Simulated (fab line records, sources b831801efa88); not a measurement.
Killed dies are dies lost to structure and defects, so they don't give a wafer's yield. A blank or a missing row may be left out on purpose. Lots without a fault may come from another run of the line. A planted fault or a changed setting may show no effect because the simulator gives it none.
fab line records | flow sky130
record lots=7 wafers=21 last_day=50
route steps=708 shown LDD_N@249 LDD_P@255
lots that met no fault: from a run of the same line without faults
start_h: hours from the record's first day to the start of the lot's first wafer shown | wait_h: hours since the lot's step before | " the same as in the row above | L1.1+2: a row that stands for several wafers | - no value, or no start given | * or withheld: withheld | < > ~ a bound
route shown NAME@n: a module of which the file shows steps, and the number in the route of the first | usual: mean/standard deviation of fault-free wafers | same: alike in all rows | chamber/n: place in a boat | sites: the reading at each site | _std_site: their standard deviation | _edge_site: outer sites' mean less inner sites' | radius_mm: how far each site lies from the wafer's centre | mask NAME#n: copy n | behind: the tool/chamber that last shaped the wafer | hold: why the lot was held/for how many hours/how that ended | device: the transistor (n, p or np) that didn't switch | end of line: the same wafers' tests at the end of the route | a step without rows: its recipe alone | killed: dies lost to structure and defects at the first sort, not the wafer's yield | map: a wafer's dies, x killed, . not, _ none there
set.NAME: the setting as run; set.NAME@STEP: as run at that earlier step | model.NAME: the simulator's own value behind a step, which no gauge read
lots at some steps of the route; a table a step, a row a wafer
services: from which hour (start_h, from the record's first day; less than 0 if before it) a tool's chamber was out of use, for how many hours, and why
## steps
# step SKY_LDD_N_IMPLANT_12
# recipe species=BF2 energy_kev=50 dose_cm2=5e+12 tilt_deg=30 rotation_deg=0
# step SKY_LDD_N_IMPLANT_13
# recipe species=BF2 energy_kev=50 dose_cm2=5e+12 tilt_deg=30 rotation_deg=90
# step SKY_LDD_N_IMPLANT_14
# recipe species=BF2 energy_kev=50 dose_cm2=5e+12 tilt_deg=30 rotation_deg=180
# step SKY_LDD_N_IMPLANT_15
# recipe species=BF2 energy_kev=50 dose_cm2=5e+12 tilt_deg=30 rotation_deg=270
# step SKY_LDD_N_STRIP_16
# recipe chemistry=O2/N2 power_w=1400 pressure_mtorr=1500 platen_temp_c=withheld o2_flow_sccm=3000 n2_flow_sccm=300 overash_fraction=0.5
# usual drypump_motor_current_A=5.61/0.2 oes_product_au=0.407/0.0044 strip_time_to_endpoint_s=4.312/0.015
# columns lot.wafer tool chamber start_h wait_h drypump_motor_current_A oes_product_au rf_hours_counter_h strip_time_to_endpoint_s
L435.3 plasma_asher-04 1 446.47 0.1 5.91 0.417 - 4.312
L435.4 " 0 " " 5.62 0.409 - 4.297
L435.5 " 0 " " 5.60 0.403 - 4.294
L444.1 plasma_asher-02 1 536.29 0.2 5.39 0.417 10 4.329
L444.2 " 0 " " 5.47 0.405 10 4.324
L444.6 " 1 " " 5.40 0.415 - 4.337
L447.1 plasma_asher-04 1 543.22 0.1 5.90 0.401 73 4.331
L447.3 " 1 " " 5.89 0.411 - 4.333
L447.6 " 1 " " 5.90 0.405 - 4.316
L448.4 plasma_asher-04 0 548.72 0.1 5.62 0.408 - 4.311
L448.5 " 0 " " 5.59 0.403 - 4.330
L448.6 " 1 " " 5.93 0.405 - 4.318
L449.3 plasma_asher-03 0 559.62 0.1 5.44 0.399 - 4.308
L449.4 " 1 " " 5.43 0.410 - 4.306
L449.5 " 1 " " 5.42 0.408 - 4.309
L453.1 plasma_asher-04 0 610.54 0.1 5.57 0.401 81 4.298
L453.3 " 1 " " 5.90 0.403 - 4.312
L453.5 " 0 " " 5.55 0.405 - 4.314
L454.1 plasma_asher-03 1 613.04 0.1 5.44 0.403 94 4.326
L454.3 " 0 " " 5.46 0.406 - 4.326
L454.6 " 1 " " 5.43 0.404 - 4.326
# step SKY_LDD_N_TW_MEAS_17
# usual LDD_N_TW=2545/21
# columns lot.wafer tool chamber start_h wait_h LDD_N_TW
L435.3 film_metro-04 - 446.56 0.1 2527
L435.4 " - " " 2550
L435.5 " - " " 2534
L444.1 film_metro-04 - 536.39 0.1 2533
L444.2 " - " " 2526
L444.6 " - " " 2528
L447.1 film_metro-02 - 543.32 0.1 2564
L447.3 " - " " 2568
L447.6 " - " " 2554
L448.4 film_metro-04 - 548.82 0.1 2533
L448.5 " - " " 2543
L448.6 " - " " 2533
L449.3 film_metro-02 - 559.71 0.1 2565
L449.4 " - " " 2545
L449.5 " - " " 2554
L453.1 film_metro-04 - 610.64 0.1 2541
L453.3 " - " " 2537
L453.5 " - " " 2524
L454.1 film_metro-02 - 613.14 0.1 2548
L454.3 " - " " 2556
L454.6 " - " " 2543
# step SKY_LDD_P_DEHYDRATE_00
# recipe temp_c=200 time_s=60
# step SKY_LDD_P_HMDS_01
# recipe prime_time_s=60 prime_temp_c=120
# step SKY_LDD_P_COAT_02
# recipe resist=NOVOLAK spin_rpm=3000 resist_thk_nm=1140
# step SKY_LDD_P_SOFTBAKE_03
# recipe temp_c=90 time_s=60 resist=NOVOLAK
# step SKY_LDD_P_EXPOSE_04
# recipe mask_id=PSDM na=0.6 source_shape=conventional sigma_outer=0.6 polarization=unpolarized target_cd_nm=380 dose_mj=138
# step SKY_LDD_P_PEB_05
# recipe temp_c=withheld time_s=* resist=NOVOLAK
# step SKY_LDD_P_DEVELOP_06
# recipe resist=NOVOLAK developer=TMAH develop_time_s=60 dev_temp_c=23
# usual chill_plate_temp_C=23.00/0.12 develop_time_s=60/0
# columns lot.wafer tool chamber start_h wait_h chill_plate_temp_C develop_time_s
L435.3 litho_track-02 0 477.15 0.1 22.95 60
L435.4 " 0 " " 23.05 60
L435.5 " 0 " " 22.96 60
L444.1 litho_track-02 0 565.25 0.1 23.08 60
L444.2 " 0 " " 22.89 60
L444.6 " 0 " " 22.94 60
L447.1 litho_track-04 - 571.59 0.1 - -
L447.3 " - " " - -
L447.6 " - " " - -
L448.4 litho_track-04 - 578.67 0.1 - -
L448.5 " - " " - -
L448.6 " - " " - -
L449.3 litho_track-02 - 589.05 0.1 - -
L449.4 " - " " - -
L449.5 " - " " - -
L453.1 litho_track-03 0 639.40 0.1 23.04 60
L453.3 " 0 " " 23.21 60
L453.5 " 0 " " 23.14 60
L454.1 litho_track-03 0 641.45 0.1 22.90 60
L454.3 " 0 " " 22.88 60
L454.6 " 0 " " 22.89 60
# step SKY_LDD_P_CD_MEAS_07
# recipe target_cd_nm=380
# usual cd_nm=379.7/2.6
# columns lot.wafer tool chamber start_h wait_h cd_nm
L435.3 cd_sem-02 - 477.29 0.1 379.0
L435.4 " - " " 381.4
L435.5 " - " " 384.9
L444.1 cd_sem-01 - 565.40 0.1 380.8
L444.2 " - " " 380.0
L444.6 " - " " 380.1
L447.1 cd_sem-01 - 571.74 0.1 -
L447.3 " - " " -
L447.6 " - " " -
L448.4 cd_sem-02 - 578.80 0.1 -
L448.5 " - " " -
L448.6 " - " " -
L449.3 cd_sem-02 - 589.19 0.1 -
L449.4 " - " " -
L449.5 " - " " -
L453.1 cd_sem-02 - 639.55 0.1 377.7
L453.3 " - " " 377.9
L453.5 " - " " 375.5
L454.1 cd_sem-02 - 641.60 0.1 381.7
L454.3 " - " " 382.1
L454.6 " - " " 380.6
## services
# columns tool chamber start_h hours kind
plasma_asher-02 0 430.25 - clean
plasma_asher-02 1 430.25 - clean
## key
first_sign step=SKY_LDD_P_DEVELOP_06 reading=tool_record direction=missing
effect none on later readings
met_at SKY_LDD_P_DEVELOP_06
struck_wafers L447.1,L447.3,L447.6,L448.4,L448.5,L448.6,L449.3,L449.4,L449.5
sort_left_out L447.1,L447.3,L447.6,L448.4,L448.5,L448.6,L449.3,L449.4,L449.5
tester_left_out L447,L448,L449
onset_between 565.25 571.59
fault kind=skipped_step_whole tool=litho_track-02,litho_track-04 chamber=- onset_h=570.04 steps=SKY_LDD_P_DEVELOP_06 scope=struck_lots_only
# tester_left_out: of these lots the tester's yield and bins aren't shown, on N5 and GAA mostly nor the transistor test; their killed dies are dies lost to structure and defects alone, not to doping, threshold or leakage, so they don't give the yield
# sort_left_out: the simulated sort isn't trusted on such a fault, so these wafers' sort isn't shown, and their yield isn't known
